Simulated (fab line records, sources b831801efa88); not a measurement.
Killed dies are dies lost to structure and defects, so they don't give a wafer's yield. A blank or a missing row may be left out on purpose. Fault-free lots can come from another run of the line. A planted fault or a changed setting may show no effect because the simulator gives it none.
The same fault as seen by 2 desks + flow sky130 + every desk sees just its own numbers, and what lay behind them comes last

== METROLOGY DESK ==
What the gauges read for every lot (on any tool): the sampled wafers with a number, averaged. Any lot whose mean is over 4 standard deviations away from the usual mean is out of limits and marked OUT; that distance is given in the brackets.
Columns: A = NWELL_OXIDATION_THK at SKY_NWELL_THK_MEAS_02, usual 10.05 nm; B = PWDE_RS at SKY_NWELL_RS_MEAS_31, usual 5270 ohm/sq
| lot  | first seen here | A     | B    |
|------|-----------------|-------|------|
| L242 | day 2 11:32     | 9.78  | 5245 |
| L243 | day 2 19:19     | 9.79  | 5269 |
| L244 | day 2 20:43     | 10.17 | 5262 |
| L245 | day 3 04:16     | 9.85  | 5258 |
| L249 | day 3 22:12     | 10.17 | 5274 |
| L250 | day 4 04:43     | 10.19 | 5281 |
| L252 | day 4 15:23     | 9.90  | 5263 |
| L255 | day 5 09:10     | 10.26 | 5282 |
| L256 | day 5 12:03     | 10.28 | 5259 |
| L257 | day 5 17:53     | 10.32 | 5263 |
| L258 | day 6 01:05     | 10.12 | 5285 |
| L260 | day 6 08:13     | 10.15 | 5263 |
| L261 | day 6 17:14     | 10.28 | 5255 |
| L265 | day 7 11:26     | 9.68  | 5271 |
This desk's finding: nothing out of limits on any of the 14 lots.

== DESK OF THE TOOL OWNER: iline_stepper-01 ==
The tool's own readings at SKY_NWELL_EXPOSE_07 (exposes mask NWM, target cd 840 nm): means of the sampled wafers that have a number, for each lot that ran on this tool. Any lot whose mean is over 4 standard deviations away from the usual mean is out of limits and marked OUT; that distance is given in the brackets.
Columns: A = exposure_dose_mJ_cm2 at SKY_NWELL_EXPOSE_07, usual 255.01; B = focus_offset_nm at SKY_NWELL_EXPOSE_07, usual 0.0 nm
| lot  | first seen here | A      | B    |
|------|-----------------|--------|------|
| L243 | day 4 13:01     | 254.80 | 0.3  |
| L252 | day 6 12:33     | 255.44 | 0.5  |
| L255 | day 7 08:55     | 254.98 | -0.0 |
| L258 | day 8 02:49     | 255.17 | -0.2 |
| L260 | day 8 11:06     | 254.78 | 0.1  |
| L265 | day 9 15:08     | 254.88 | -0.2 |
This desk's finding: nothing out of limits on any of the 6 lots.

== TAKEN TOGETHER ==
Nothing out of limits was seen by the metrology desk.
Nothing out of limits was seen by the tool owner's desk.

== WHAT WAS PUT IN BY THE SIMULATOR ==
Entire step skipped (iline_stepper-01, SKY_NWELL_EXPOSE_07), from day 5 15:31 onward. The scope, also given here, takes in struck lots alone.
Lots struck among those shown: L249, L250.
